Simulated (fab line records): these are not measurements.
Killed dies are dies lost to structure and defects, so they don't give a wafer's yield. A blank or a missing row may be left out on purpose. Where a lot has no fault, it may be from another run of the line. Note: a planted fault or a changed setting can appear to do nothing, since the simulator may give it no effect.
One fault seen from 2 desks	flow gf180mcu	numbers are kept per desk, each desk with only its own; the story behind them comes last

== TOOL OWNER'S DESK, rtpAnneal-02 ==
The tool's own readings at GF_SALICIDE_RTA_08 (time 30 s): means of the sampled wafers that have a number, for each lot that ran on this tool. The brackets show how far a lot's mean lies from the usual mean; more than 4 standard deviations puts the lot out of limits, marked OUT.
Columns: A = lampPowerPct at GF_SALICIDE_RTA_08, usual 19.0 %; B = runLengthS at GF_SALICIDE_RTA_08, usual 58.66 s; C = wafer_temp_C_max at GF_SALICIDE_RTA_08, usual 803.8
lot	first seen here	A	B	C
L435	day 14 22:59	17.4	58.77	804.3
L438	day 16 05:08	17.5	58.64	805.1
L444	day 18 08:48	17.4	73.48 (+87) OUT	804.0
L445	day 18 20:44	17.4	73.23 (+86) OUT	803.7
L456	day 22 15:50	17.4	58.60	804.0
L457	day 22 19:54	17.4	58.79	804.4
L458	day 23 09:17	17.4	58.73	805.1
Finding of this desk: L444, L445 out of limits; the first was L444 at day 18 08:48, on runLengthS at GF_SALICIDE_RTA_08. L435, L438, L456, L457, L458: within limits.

== FROM THE METROLOGY DESK ==
What the gauges read, lot by lot, whatever tool the lot ran on: means of the sampled wafers that have a number. The brackets show how far a lot's mean lies from the usual mean; more than 4 standard deviations puts the lot out of limits, marked OUT.
Columns: A = LVPWELL_RS at GF_VT_IMPLANT_RS_MEAS_48, usual 1197 ohm/sq
lot	first seen here	A
L435	day 7 11:53	1191
L436	day 7 21:19	1205
L438	day 8 08:38	1199
L439	day 8 14:05	1200
L441	day 9 04:50	1196
L442	day 9 13:10	1197
L444	day 10 00:30	1194
L445	day 10 08:42	1201
L453	day 12 16:45	1196
L454	day 13 00:42	1197
L455	day 13 05:28	1198
L456	day 13 12:06	1193
L457	day 13 16:46	1198
L458	day 14 04:24	1193
Result from this desk: across the 14 lots, nothing is out of limits.

== ALL TOGETHER ==
An alarm could have come from the tool owner's desk at day 18 08:48, on L444, L445.
Metrology desk: nothing out of limits seen.
The metrology desk has L444, L445 on record, within its limits.
Every lot named ran GF_SALICIDE_RTA_08 on rtpAnneal-02.

== WHAT THE SIMULATOR HAD PUT IN ==
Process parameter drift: rtpAnneal-02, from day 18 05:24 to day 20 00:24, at GF_SALICIDE_RTA_08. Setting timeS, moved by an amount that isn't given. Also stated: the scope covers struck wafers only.
Shown lots that were struck: L444, L445.
Hours from the fault's start to each desk's first reading out of limits: the tool owner's desk, 3.
